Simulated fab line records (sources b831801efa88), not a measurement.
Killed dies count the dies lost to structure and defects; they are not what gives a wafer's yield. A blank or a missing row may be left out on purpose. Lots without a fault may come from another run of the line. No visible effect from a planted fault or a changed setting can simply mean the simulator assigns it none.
Which tool did it? | flow sky130 | Sampling: 11 lots, 33 wafers, 4 of 708 route steps

== WHAT THE GAUGES SHOWED, per wafer ==
SKY_CAPM_THK_MEAS_01.
lot  | measured     | on            | CAPM_CVD_00_THK (nm)
L595 | day 36 03:54 | film_metro-03 | 15.82 15.28 15.60
L597 | day 36 23:46 | film_metro-03 | 15.14 14.93 15.62
L603 | day 39 02:01 | film_metro-03 | 15.22 15.48 16.03
L605 | day 39 14:28 | film_metro-03 | 15.23 15.74 15.49
L607 | day 40 00:52 | film_metro-03 | 15.38 15.19 15.42
L606 | day 40 01:52 | film_metro-03 | 15.85 15.32 15.98
L608 | day 40 12:30 | film_metro-04 | 15.60 15.61 15.44
L613 | day 42 00:50 | film_metro-03 | 15.25 15.83 15.93
L615 | day 43 04:37 | film_metro-03 | 15.55 15.50 15.66
L618 | day 43 15:56 | film_metro-01 | 15.57 15.64 15.52
L617 | day 43 17:39 | film_metro-03 | 15.19 15.55 15.52

SKY_METAL3_CD_MEAS_13: the cd target is 300 nm.
lot  | measured     | on        | cd_nm (nm)
L595 | day 38 08:05 | cd_sem-02 | 299.9 299.2 298.1
L597 | day 39 03:55 | cd_sem-01 | 299.2 297.4 298.9
L603 | day 41 03:47 | cd_sem-01 | 300.5 302.0 301.5
L605 | day 41 16:08 | cd_sem-02 | 303.4 301.9 302.1
L607 | day 42 02:01 | cd_sem-01 | 303.5 304.0 304.0
L606 | day 42 03:31 | cd_sem-02 | 304.6 305.7 305.6
L608 | day 42 13:02 | cd_sem-02 | 300.0 299.2 298.3
L613 | day 43 23:34 | cd_sem-01 | 298.7 300.1 299.3
L615 | day 45 00:33 | cd_sem-02 | 299.6 300.6 298.0
L618 | day 45 11:24 | cd_sem-02 | 299.5 299.8 299.6
L617 | day 45 14:08 | cd_sem-02 | 300.1 300.2 300.2

SKY_METAL3_OVL_MEAS_14.
lot  | measured     | on         | METAL3_OVL (nm)
L595 | day 38 08:12 | overlay-02 | -4 -1 -7
L597 | day 39 04:02 | overlay-01 | -3 -4 -7
L603 | day 41 03:53 | overlay-02 | -6 -7 0
L605 | day 41 16:15 | overlay-01 | -11 -12 -9
L607 | day 42 02:08 | overlay-02 | 5 2 -6
L606 | day 42 03:38 | overlay-01 | -1 -5 3
L608 | day 42 13:09 | overlay-01 | -8 -12 -8
L613 | day 43 23:41 | overlay-01 | 4 -4 1
L615 | day 45 00:40 | overlay-01 | 10 7 10
L618 | day 45 11:31 | overlay-01 | -4 -4 2
L617 | day 45 14:15 | overlay-01 | -2 -9 -9

== WHICH TOOL RAN EACH LOT (tool, then ch and the chambers of the sampled wafers, then the start) ==
lot  | SKY_METAL3_COAT_08
L595 | litho_track-01 ch 0, day 37 18:00
L597 | litho_track-04 ch 0, day 38 14:00
L603 | litho_track-04 ch 0, day 40 15:00
L605 | litho_track-04 ch 0, day 41 04:00
L607 | litho_track-04 ch 0, day 41 14:00
L606 | litho_track-04 ch 0, day 41 14:00
L608 | litho_track-01 ch 0, day 42 01:00
L613 | litho_track-01 ch 0, day 43 12:00
L615 | litho_track-01 ch 0, day 44 14:00
L618 | litho_track-03 ch 0, day 45 01:00
L617 | litho_track-03 ch 0, day 45 03:00
- SKY_METAL3_COAT_08: resist thk 1140 nm.

== WHAT THE TOOLS THEMSELVES READ (means of the sampled wafers that have a number; where no wafer has one, the mark that the record gives instead) ==
The record holds no such reading with a usual standard deviation.

== THE ANSWER, worked out from the rows above alone ==
Rule: usual is defined by the lots themselves. The widest of any qualifying gaps counts: lots, ordered by their means at a reading, are off when they make up no more than a third of the lots, leave a main group of 4 or more, and stand apart from it by 3 or more times the standard deviation of that group's means. A main group is skipped when, at the precision printed for the reading in the tables above, its means are all equal. Also off: a lot with no number at a reading for which 4 or more lots have one. The other lots that the step has rows for count as sound. First the gauges in route order, then the tools' own readings, where a lot's mean is used as printed above. The first step at which some lot is off is used, and at that step the reading that is off furthest; a lot without a number counts as furthest.
Nothing can be told from this: no lot is off at any reading shown.

== WHAT THE SIMULATOR PUT IN ==
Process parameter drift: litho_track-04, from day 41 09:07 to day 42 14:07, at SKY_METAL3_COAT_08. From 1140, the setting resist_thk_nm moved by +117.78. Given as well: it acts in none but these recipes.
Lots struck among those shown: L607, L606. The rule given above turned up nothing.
